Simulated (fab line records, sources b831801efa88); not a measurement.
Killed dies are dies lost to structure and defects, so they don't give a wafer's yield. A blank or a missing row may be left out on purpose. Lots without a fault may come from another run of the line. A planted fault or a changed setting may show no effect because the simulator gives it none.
Which tool did it? | flow sky130 | 14 lots, 42 wafers sampled, at 1 step of a route of 708

WHAT THE GAUGES READ, wafer by wafer
SKY_CONTACT_THK_MEAS_03. Usual: CONTACT_HDPCVD_THK 568 nm, standard deviation 7.1.
lot  | measured     | on            | CONTACT_HDPCVD_THK (nm) | flag
L493 | day 30 13:03 | film_metro-01 | 566 571 568             |
L492 | day 30 14:20 | film_metro-03 | 568 573 569             |
L497 | day 32 03:59 | film_metro-01 | 570 559 574             |
L496 | day 32 06:32 | film_metro-01 | 570 577 575             |
L499 | day 32 23:28 | film_metro-04 | 563 564 572             |
L501 | day 33 17:26 | film_metro-01 | 572 570 562             |
L502 | day 33 17:47 | film_metro-03 | 558 573 574             |
L506 | day 34 20:29 | film_metro-03 | 568 568 555             |
L509 | day 36 11:40 | film_metro-01 | 557 548 566             |
L511 | day 36 13:13 | film_metro-03 | 573 555 573             |
L512 | day 36 19:50 | film_metro-01 | 570 556 569             |
L513 | day 37 02:17 | film_metro-03 | 562 571 576             |
L514 | day 37 02:47 | film_metro-03 | 576 578 572             |
L515 | day 37 13:53 | film_metro-01 | 575 558 563             |

WHICH TOOL RAN EACH LOT (tool, then ch and the chambers of the sampled wafers, then the start)
The record holds no process step before these readings.

WHAT THE TOOLS THEMSELVES READ (means of the sampled wafers that have a number; where no wafer has one, the mark that the record gives instead)
The record holds no such reading with a usual standard deviation.

THE ANSWER, worked out from the rows above alone
Rule: a lot is off if the mean of its wafers that have a number lies more than 3 standard deviations from the usual mean. A lot without any number at a reading at which 4 lots or more have one is off too. The other lots that the step has rows for count as sound. The gauges are gone through in route order, then the tools' own readings, and for those a lot's mean is taken as printed above. The first step at which some lot is off is used, and at that step the reading that is off furthest; a lot without a number counts as furthest.
No lot is off at any reading shown: from this, nothing can be told.

WHAT THE SIMULATOR HAD PUT IN
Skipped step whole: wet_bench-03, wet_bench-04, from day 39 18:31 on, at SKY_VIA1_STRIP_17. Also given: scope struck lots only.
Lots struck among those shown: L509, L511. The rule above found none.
